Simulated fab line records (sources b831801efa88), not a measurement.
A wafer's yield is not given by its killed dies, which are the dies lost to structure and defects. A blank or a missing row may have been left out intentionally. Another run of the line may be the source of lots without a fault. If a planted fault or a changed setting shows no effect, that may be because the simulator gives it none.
A lot that was struck, set against a sound lot ; flow sky130 ; 15 out of 708 route steps
Sound: wafers L261.2, L261.4, L261.6. Wafers L255.1, L255.2, L255.4 were the ones struck. The cause is named last.
At each step with rows: each side's tool, then ch and its chambers, then its first start. Under that, the readings that differ: sound wafers ; struck wafers ; difference of the means ; sigmas: that difference in standard deviations of wafers without a fault.
alike: words and numbers the same on both sides, and readings whose means are apart by under 2 such deviations; not compared: readings that were withheld, readings missing a value for some wafer, numbers with overlapping values and no deviation given by the record, and bounds like >300 which may hide the same value.
A row with sigmas, a row that says differs or no value, or rows on one side alone: a step with any of these is where the two part. Numbers that have no deviation but don't overlap get no sigmas and don't part them. Lack of a reading on every wafer of one side parts them only where that side has two or more wafers.

first, 1 step without rows for these wafers: SKY_VT_ADJUST_NCORE_IMPLANT_09.
SKY_VT_ADJUST_NCORE_STRIP_10: strips in O2/N2.
  sound on plasma_asher-01 ch 0,1, day 13 22:26; struck on plasma_asher-03 ch 0,1, day 12 08:07
  alike: drypump_motor_current_A, oes_product_au, strip_time_to_endpoint_s
  not compared: rf_hours_counter_h
SKY_VT_ADJUST_NCORE_TW_MEAS_11:
  sound on film_metro-04 at day 13 22:32; struck on film_metro-03 at day 12 08:13
reading;sound;struck;difference;sigmas
VT_ADJUST_NCORE_TW;219.0 218.4 219.1;221.4 223.2 222.9;+3.7;+2
then, 7 steps without rows for these wafers: SKY_VT_ADJUST_HVTR_DEHYDRATE_00 (time 60 s); SKY_VT_ADJUST_HVTR_HMDS_01 (prime time 60 s); SKY_VT_ADJUST_HVTR_COAT_02 (resist thk 1140 nm); SKY_VT_ADJUST_HVTR_SOFTBAKE_03 (time 60 s); SKY_VT_ADJUST_HVTR_EXPOSE_04 (exposes mask HVTRM, target cd 380 nm); SKY_VT_ADJUST_HVTR_PEB_05; SKY_VT_ADJUST_HVTR_DEVELOP_06 (develop time 60 s).
SKY_VT_ADJUST_HVTR_CD_MEAS_07: target cd 380 nm.
  sound on cd_sem-01 at day 15 00:34; struck on cd_sem-01 at day 13 09:16
  alike: cd_nm
SKY_VT_ADJUST_HVTR_OVL_MEAS_08:
  sound on overlay-02 at day 15 00:40; struck on overlay-01 at day 13 09:23
  alike: VT_ADJUST_HVTR_OVL
SKY_VT_ADJUST_HVTR_IMPLANT_09:
  sound on implanter-02 ch 0, day 15 00:43; struck on implanter-03 ch 0, day 13 09:25
reading;sound;struck;difference;sigmas
beam_energy_keV;9.997 9.996 10.004;10.174 10.179 10.178;+0.178;+59
model.implant.drp_nm (nm);17.11 17.11 17.11;17.32 17.32 17.32;+0.21;
SKY_VT_ADJUST_HVTR_STRIP_10: strips in O2/N2.
  sound on plasma_asher-02 ch 0,1, day 15 00:51; struck on plasma_asher-03 ch 0,1, day 13 09:34
  alike: drypump_motor_current_A, oes_product_au, strip_time_to_endpoint_s
  not compared: rf_hours_counter_h
-- record jumps: 36 days separate the struck wafers' starts on either side; left off in module VT_ADJUST_HVTR, taken up again in module PAD_OPEN, whose first shown step is the route's number 708 --
SKY_PAD_OPEN_PROBE_99:
  sound on prober-02 at day 50 03:50; struck on prober-02 at day 48 23:56
  alike: killed_at_M0_to_M3, killed_at_M4_up, killed_at_contacts, killed_at_front_end, killed_at_other, killed_dies, killed_open, killed_short

## WHERE THEY PART
At SKY_VT_ADJUST_NCORE_TW_MEAS_11 first; at SKY_VT_ADJUST_HVTR_IMPLANT_09 last (within this record only). Later steps at which nothing parts them and some readings are alike: SKY_VT_ADJUST_HVTR_STRIP_10, SKY_PAD_OPEN_PROBE_99.

WHY: the cause the simulator had injected
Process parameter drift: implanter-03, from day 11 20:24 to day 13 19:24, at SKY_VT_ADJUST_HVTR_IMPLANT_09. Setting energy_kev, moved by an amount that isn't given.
